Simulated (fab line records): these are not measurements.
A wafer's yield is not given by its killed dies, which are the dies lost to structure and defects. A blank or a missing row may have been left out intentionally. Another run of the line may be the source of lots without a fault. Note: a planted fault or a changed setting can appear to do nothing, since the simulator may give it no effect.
fab line records	flow gf180mcu
[record] lots = 13	wafers = 39	lastDay = 35
route steps=602 shown SALICIDE@284 V1@353 V3@451
lots with no fault: from the same line, run without faults
startH: hours from the record's opening day to when the first of the lot's shown wafers began	waitH: how many hours have passed since the lot's step before this one	" unchanged from the row above	L1.1+2: several wafers, shown together as one row	- value missing, or start not given	* or withheld: withheld	< > ~ a bound
route shown NAME@n: NAME is a module with steps in the file, n the number in the route of the first one	usual: the fault-free wafers' mean and standard deviation	same: alike in all rows	chamber/n: place in a boat	sites: each site's reading	_std_site: their standard deviation	_edge_site: mean of outer sites minus mean of inner sites	radiusMm: how far each site lies from the wafer's centre	mask NAME#n: copy n	behind: the most recent tool/chamber to have shaped the wafer	hold: reason for holding the lot/hours on hold/outcome of the hold	device: the transistor (n, p or np) that didn't switch	end of line: the tests these same wafers got at the end of their route	step lacking rows: just its recipe	killed: count of dies lost to structure and defects at first sort (not the wafer's yield)	map: dies across one wafer; x = killed, . = not, _ = none there
set.NAME: the run value of the setting; set.NAME@STEP: its run value at that earlier step	model.NAME: the simulator's own value behind a step, which no gauge read
the route's steps for a sample of lots (tables are steps, rows are wafers)
services: when a tool's chamber went out of use (startH, in hours from the record's first day, below 0 if earlier), for how many hours, and the reason
[[steps]]
[step GF_SALICIDE_RTA_06]
[recipe] tempC = 530	timeS = 30	ambient = N2
[usual] annealTempCMax = 532.9/0.59	chamberO2Ppm = 2.005/0.018	lampPowerPct = 6.5/0.52	wafer_temp_C_max = 532.7/0.6
[same] timeS = 30
lot.wafer	tool	chamber	startH	waitH	annealTempCMax	chamberO2Ppm	lampPowerPct	wafer_temp_C_max
L539.2	rtpAnneal-01	0	382.65	0.1	533.4	1.999	6.0	531.9
L539.5	"	0	"	"	533.6	1.973	6.0	533.0
L539.6	"	0	"	"	533.1	1.962	6.0	532.8
L540.3	rtpAnneal-01	0	394.94	0.1	532.3	1.996	6.0	532.6
L540.5	"	0	"	"	532.8	1.999	6.0	533.1
L540.6	"	0	"	"	533.2	1.996	6.0	533.1
L541.1	rtpAnneal-01	0	401.80	0.1	534.1	1.988	6.0	533.1
L541.4	"	0	"	"	532.2	1.993	6.0	532.8
L541.6	"	0	"	"	532.6	1.988	6.0	534.2
L542.1	rtpAnneal-01	0	411.39	0.1	534.2	1.990	6.0	532.5
L542.3	"	0	"	"	533.0	1.984	6.0	533.1
L542.5	"	0	"	"	533.1	1.988	6.0	533.0
L545.2	rtpAnneal-02	0	433.13	0.1	532.4	2.006	7.1	532.0
L545.3	"	0	"	"	533.9	2.000	7.1	533.1
L545.4	"	0	"	"	532.9	2.025	7.1	532.1
L548.1	rtpAnneal-01	0	461.07	0.1	532.8	1.990	6.0	533.6
L548.2	"	0	"	"	534.0	1.984	6.0	533.6
L548.6	"	0	"	"	532.8	2.003	6.0	533.0
L549.2	rtpAnneal-02	0	472.28	0.1	531.9	2.041	7.1	531.9
L549.4	"	0	"	"	532.7	1.973	7.1	532.6
L549.6	"	0	"	"	532.6	2.034	7.1	532.6
L550.1	rtpAnneal-02	0	477.33	0.1	532.9	1.988	7.1	532.6
L550.3	"	0	"	"	532.6	2.016	7.1	533.3
L550.6	"	0	"	"	533.6	2.024	7.1	532.1
L551.1	rtpAnneal-02	0	483.82	0.1	532.5	1.994	7.1	532.5
L551.5	"	0	"	"	532.1	2.036	7.1	531.6
L551.6	"	0	"	"	533.2	2.014	7.1	532.0
L553.2	rtpAnneal-01	0	504.57	0.1	533.6	2.026	6.0	531.8
L553.3	"	0	"	"	533.8	1.990	6.0	532.2
L553.5	"	0	"	"	532.7	1.991	6.0	533.2
L554.2	rtpAnneal-02	0	510.54	0.1	532.6	1.973	7.1	532.0
L554.4	"	0	"	"	532.0	1.979	7.1	532.6
L554.6	"	0	"	"	532.8	1.970	7.1	532.1
L559.1	rtpAnneal-01	0	544.50	0.1	532.9	1502.0	6.0	533.3
L559.3	"	0	"	"	533.2	1502.0	6.0	533.6
L559.4	"	0	"	"	532.8	1502.0	6.0	533.2
L560.1	rtpAnneal-01	0	553.39	0.1	533.4	1502.0	6.0	532.7
L560.3	"	0	"	"	533.5	1502.0	6.0	533.4
L560.4	"	0	"	"	532.8	1502.0	6.0	532.9
[step GF_V1_STRIP_18]
[recipe] chemistry = O2/N2	powerW = 1400	pressureMtorr = 1500	platenTempC = 250	o2FlowSccm = 3000	n2FlowSccm = 300	overashFraction = 0.5
[usual] drypumpMotorCurrentA = 5.8/0.52	heaterPowerW = 316/36	oesProductAu = 0.593/0.0047
[same] overashFraction = 0.5
lot.wafer	tool	chamber	startH	waitH	drypumpMotorCurrentA	heaterPowerW	oesProductAu	rfHoursCounterH
L539.2	plasmaAsher-02	1	458.94	-	6.2	397	0.593	59
L539.5	"	1	"	"	6.2	393	0.586	-
L539.6	"	0	"	"	5.9	305	0.589	-
L540.3	plasmaAsher-03	1	473.08	-	6.5	296	0.601	-
L540.5	"	0	"	"	5.8	306	0.603	-
L540.6	"	1	"	"	6.6	292	0.600	-
L541.1	plasmaAsher-01	0	480.72	-	4.9	334	0.590	37
L541.4	"	0	"	"	4.9	323	0.599	-
L541.6	"	0	"	"	4.9	325	0.589	-
L542.1	plasmaAsher-01	1	490.59	-	5.7	274	0.579	38
L542.3	"	0	"	"	4.9	337	0.595	-
L542.5	"	0	"	"	4.9	322	0.592	-
L545.2	plasmaAsher-01	1	512.40	-	5.7	283	0.583	40
L545.3	"	0	"	"	4.9	328	0.591	-
L545.4	"	1	"	"	5.7	281	0.583	-
L548.1	plasmaAsher-03	0	539.97	-	5.8	292	0.592	12
L548.2	"	1	"	"	6.6	292	0.595	12
L548.6	"	1	"	"	6.6	301	0.601	-
L549.2	plasmaAsher-02	0	550.64	-	5.9	305	0.590	67
L549.4	"	1	"	"	6.2	396	0.589	-
L549.6	"	1	"	"	6.2	403	0.586	-
L550.1	plasmaAsher-03	0	555.34	-	5.8	298	0.599	13
L550.3	"	0	"	"	5.8	302	0.592	-
L550.6	"	0	"	"	5.8	294	0.593	-
L551.1	plasmaAsher-03	1	561.32	-	6.5	294	0.602	14
L551.5	"	0	"	"	5.8	297	0.593	-
L551.6	"	1	"	"	6.6	301	0.598	-
L553.2	plasmaAsher-03	0	579.80	-	5.8	303	0.584	16
L553.3	"	1	"	"	6.6	301	0.593	-
L553.5	"	0	"	"	5.8	301	0.595	-
L554.2	plasmaAsher-02	0	585.15	-	5.9	302	0.588	71
L554.4	"	1	"	"	6.2	392	0.593	-
L554.6	"	1	"	"	6.2	395	0.587	-
L559.1	plasmaAsher-01	1	615.65	-	5.7	281	0.584	51
L559.3	"	1	"	"	5.7	272	0.594	-
L559.4	"	0	"	"	4.9	326	0.587	-
L560.1	plasmaAsher-01	0	624.69	-	4.9	332	0.592	52
L560.3	"	1	"	"	5.7	278	0.594	-
L560.4	"	0	"	"	5.0	324	0.591	-
[step GF_V3_SPUTTER_22]
[recipe] material = TiN	targetThkNm = 10	chamberPressurePa = 5	powerW = 4000	timeS = 40
[usual] throttleValvePct = 30.0/1.3
[same] timeS = 40
lot.wafer	tool	chamber	startH	waitH	throttleValvePct
L539.2	pvdSputter-02	-	565.57	0.0	27.8
L539.5	"	-	"	"	32.2
L539.6	"	-	"	"	31.2
L540.3	pvdSputter-02	-	577.68	0.0	31.8
L540.5	"	-	"	"	27.6
L540.6	"	-	"	"	31.8
L541.1	pvdSputter-02	-	583.53	0.0	31.0
L541.4	"	-	"	"	31.6
L541.6	"	-	"	"	29.5
L542.1	pvdSputter-02	-	592.34	0.0	29.2
L542.3	"	-	"	"	32.0
L542.5	"	-	"	"	29.6
L545.2	pvdSputter-01	-	612.42	0.0	29.2
L545.3	"	-	"	"	30.6
L545.4	"	-	"	"	28.6
L548.1	pvdSputter-01	-	637.60	0.0	30.3
L548.2	"	-	"	"	28.4
L548.6	"	-	"	"	30.5
L549.2	pvdSputter-01	-	646.16	0.0	29.2
L549.4	"	-	"	"	28.9
L549.6	"	-	"	"	29.1
L550.1	pvdSputter-02	-	653.12	0.0	31.5
L550.3	"	-	"	"	29.7
L550.6	"	-	"	"	32.1
L551.1	pvdSputter-04	-	656.72	0.0	30.0
L551.5	"	-	"	"	31.0
L551.6	"	-	"	"	29.5
L553.2	pvdSputter-02	-	673.47	0.0	31.9
L553.3	"	-	"	"	27.8
L553.5	"	-	"	"	29.6
L554.2	pvdSputter-01	-	677.43	0.0	29.0
L554.4	"	-	"	"	28.5
L554.6	"	-	"	"	29.4
L559.1	pvdSputter-01	-	706.35	0.0	29.1
L559.3	"	-	"	"	29.2
L559.4	"	-	"	"	28.1
L560.1	pvdSputter-01	-	715.02	0.0	28.6
L560.3	"	-	"	"	29.9
L560.4	"	-	"	"	28.6
[step GF_V3_CMP_26]
[recipe] stopOn = SiO2	downForcePsi = 3.5	platenRpm = 60	tOverpolishS = 15	targetThkNm = 0	padVelocityMS = 0.94248
[usual] motorCurrentA = 10.6/1.2	overpolishRunS = 15.000/0.0098	timeToEndpointS = 85/3.5
lot.wafer	tool	chamber	startH	waitH	motorCurrentA	overpolishRunS	timeToEndpointS
L539.2	cmp-01	3	565.96	0.1	8.3	15.009	82
L539.6	"	2	"	"	10.7	15.006	85
L539.5	"	3	"	"	8.6	14.995	83
L540.3	cmp-01	1	578.01	0.0	10.4	14.979	85
L540.5	"	1	"	"	10.6	14.998	88
L540.6	"	2	"	"	10.1	14.995	82
L541.1	cmp-01	0	583.86	0.1	11.8	15.001	84
L541.4	"	3	"	"	8.7	14.999	88
L541.6	"	1	"	"	10.0	14.997	88
L542.3	cmp-02	0	592.77	0.1	10.6	15.005	83
L542.1	"	1	"	"	12.9	15.003	84
L542.5	"	2	"	"	11.0	15.001	79
L545.2	cmp-01	2	612.80	0.1	9.8	15.010	86
L545.4	"	3	"	"	8.5	15.006	81
L545.3	"	0	"	"	11.2	15.004	86
L548.1	cmp-01	2	637.98	0.1	10.1	14.994	83
L548.2	"	0	"	"	11.1	15.003	88
L548.6	"	1	"	"	10.6	15.008	89
L549.2	cmp-02	0	646.54	0.1	10.4	15.007	89
L549.4	"	1	"	"	13.3	15.002	86
L549.6	"	0	"	"	10.4	14.988	90
L550.3	cmp-02	1	653.45	0.0	12.4	15.004	88
L550.1	"	0	"	"	10.5	15.008	90
L550.6	"	2	"	"	11.8	15.000	88
L551.1	cmp-01	0	657.15	0.1	11.4	14.986	82
L551.5	"	2	"	"	10.1	14.995	81
L551.6	"	3	"	"	9.2	14.995	84
L553.2	cmp-02	1	673.90	0.1	12.7	15.005	80
L553.3	"	2	"	"	11.3	14.971	79
L553.5	"	0	"	"	10.3	15.007	81
L554.4	cmp-02	2	677.81	0.1	11.2	14.997	84
L554.2	"	0	"	"	11.2	14.987	88
L554.6	"	1	"	"	13.4	15.000	83
L559.1	cmp-01	2	706.69	0.1	10.6	15.003	81
L559.4	"	3	"	"	8.4	15.007	83
L559.3	"	0	"	"	10.8	15.002	78
L560.3	cmp-02	3	715.40	0.1	9.9	15.006	90
L560.4	"	0	"	"	10.5	14.999	82
L560.1	"	1	"	"	12.8	14.996	81
[[services]]
tool	chamber	startH	hours	kind
pvdSputter-01	-	362.35	4.3	repair
cmp-02	-	370.19	3.1	repair
cmp-01	-	374.57	1.0	repair
cmp-01	-	388.70	0.4	repair
cmp-01	-	404.00	4.0	pm
cmp-01	-	413.12	1.7	repair
cmp-02	-	433.50	0.9	repair
cmp-01	-	479.56	0.9	repair
cmp-02	-	483.65	5.9	pm
cmp-01	-	498.90	4.0	repair
pvdSputter-02	-	515.81	3.5	repair
cmp-02	-	522.74	5.2	pm
cmp-01	-	534.52	4.0	repair
pvdSputter-01	-	549.63	1.2	repair
cmp-01	-	568.51	2.8	repair
cmp-02	-	572.32	4.0	pm
cmp-02	-	580.85	1.3	repair
cmp-01	-	609.64	1.2	repair
cmp-01	-	631.18	1.2	repair
cmp-01	-	641.41	7.2	pm
cmp-01	-	649.35	2.1	repair
rtpAnneal-01	-	676.40	2.6	pm
cmp-01	-	680.86	6.2	pm
cmp-01	-	699.89	0.7	repair
[[key]]
[firstSign] step = GF_SALICIDE_RTA_06	reading = chamberO2Ppm	direction = up	sigmas = 99+	usual = 2.005	struck = 1502.0
effect none on later readings
metAt GF_SALICIDE_RTA_06
struckLots L559,L560
testerLeftOut L559,L560
notActingAt GF_V1_STRIP_18,GF_V3_SPUTTER_22,GF_V3_CMP_26
onsetBetween 504.57 544.50
[fault] kind = processParameterDrift	tool = rtpAnneal-01	chamber = -	onsetH = 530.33	steps = GF_SALICIDE_RTA_06	channel = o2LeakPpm	offset = 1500	shape = step	endH = 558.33
// testerLeftOut: of these lots the tester's yield and bins aren't shown, on N5 and GAA mostly nor the transistor test; their killed dies are dies lost to structure and defects alone, not to doping, threshold or leakage, so they don't give the yield
